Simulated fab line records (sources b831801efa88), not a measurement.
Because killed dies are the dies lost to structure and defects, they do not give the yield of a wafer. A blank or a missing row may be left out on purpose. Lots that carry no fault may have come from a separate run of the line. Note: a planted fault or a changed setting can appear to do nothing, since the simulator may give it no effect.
Struck lot and sound lot, side by side | flow sky130 | 15 steps out of a route of 708
Sound: these wafers, L773.3, L773.5, L773.6. Wafers struck: L783.1, L783.2, L783.6. The cause comes at the end.
Each step with rows lists, per side, the tool, then ch with its chambers, then its first start. Under that, the readings that differ: sound wafers | struck wafers | difference of the means | sigmas: that difference in standard deviations of wafers without a fault.
alike: a reading whose means differ by less than 2 such deviations, as well as words and numbers matching on both sides. not compared: withheld readings; readings where some wafer has no value; bounds like >300 that might hide an equal value; numbers whose values overlap and for which the record gives no deviation.
The two part at a step that has a row with sigmas, a row that says differs or no value, or rows on one side only. Numbers that don't overlap but have no deviation are shown without sigmas and don't part them. A reading missing from all wafers of one side parts the sides only when that side holds two or more wafers.

first, 2 steps without rows for these wafers: SKY_DNWELL_DEVELOP_06 (develop time 60 s); SKY_DNWELL_IMPLANT_07.
SKY_DNWELL_STRIP_08: strips in O2/N2.
  sound on plasma-asher-02 ch 0,1, day 3 20:52; struck on plasma-asher-04 ch 0,1, day 5 21:25
  alike: chamber-pressure-mTorr, drypump-motor-current-A, oes-product-au, strip-time-to-endpoint-s
  not compared: rf-hours-counter-h
SKY_DNWELL_TW_MEAS_09:
  sound: film-metro-02 at day 3 20:58; struck: film-metro-01 at day 5 21:31
  reading   | sound          | struck         | difference | sigmas
  DNWELL_TW | 1085 1089 1083 | 1118 1113 1116 | +30        | +3
then, 7 steps without rows for these wafers: SKY_PWDE_DEHYDRATE_00 (time 60 s); SKY_PWDE_HMDS_01 (prime time 60 s); SKY_PWDE_COAT_02 (resist thk 3000 nm); SKY_PWDE_SOFTBAKE_03; SKY_PWDE_EXPOSE_04 (exposes mask PWDEM, target cd 840 nm); SKY_PWDE_PEB_05; SKY_PWDE_DEVELOP_06 (develop time 60 s).
SKY_PWDE_OVL_MEAS_07:
  sound: overlay-02 at day 4 13:02; struck: overlay-01 at day 6 14:58
  alike: PWDE_OVL
SKY_PWDE_IMPLANT_08:
  sound on implanter-04 ch 0, day 4 13:07; struck on implanter-04 ch 0, day 6 14:59
  reading                   | sound                | struck               | difference | sigmas
  beam-energy-keV           | 150.00 149.97 150.03 | 159.08 159.06 159.03 | +9.06      | +99 or more
  model.implant.rp-nm (nm)  | 434.9 434.9 434.9    | 454.2 454.2 454.2    | +19.3      |
  model.implant.drp-nm (nm) | 97.97 97.97 97.97    | 100.4 100.4 100.4    | +2.4       |
SKY_PWDE_STRIP_09: strips in O2/N2.
  sound on plasma-asher-03 ch 0,1, day 4 13:15; struck on plasma-asher-01 ch 0,1, day 6 15:08
  alike: chamber-pressure-mTorr, drypump-motor-current-A, oes-product-au, strip-time-to-endpoint-s
  not compared: rf-hours-counter-h
-- the record jumps here: 43 days lie between the struck wafers' starts before and after (it left off in module PWDE and takes up again in module PAD_OPEN, whose first step shown is number 708 of the route) --
SKY_PAD_OPEN_PROBE_99:
  sound: prober-01 at day 46 07:08; struck: prober-01 at day 49 03:15
  reading                                 | sound                         | struck                       | difference | sigmas
  killed-dies                             | 86 70 85                      | 104 104 96                   | +21        | +2
  model.etest.res_p_drift_20v.line-ohm-um | 1.148e+04 1.161e+04 1.147e+04 | 1.068e+04 1.046e+04 1.05e+04 | -9.733e+02 |
  model.etest.res_p_drift_20v.rs-ohm-sq   | 9560 9593 9370                | 8988 8828 8828               | -626       |
  alike: killed_at_M0_to_M3, killed_at_M4_up, killed-at-contacts, killed-at-front-end, killed-at-other, killed-open, killed-short

## WHERE THEY PART
First at SKY_DNWELL_TW_MEAS_09; last, within this record, at SKY_PAD_OPEN_PROBE_99.

WHY: whatever the simulator had introduced
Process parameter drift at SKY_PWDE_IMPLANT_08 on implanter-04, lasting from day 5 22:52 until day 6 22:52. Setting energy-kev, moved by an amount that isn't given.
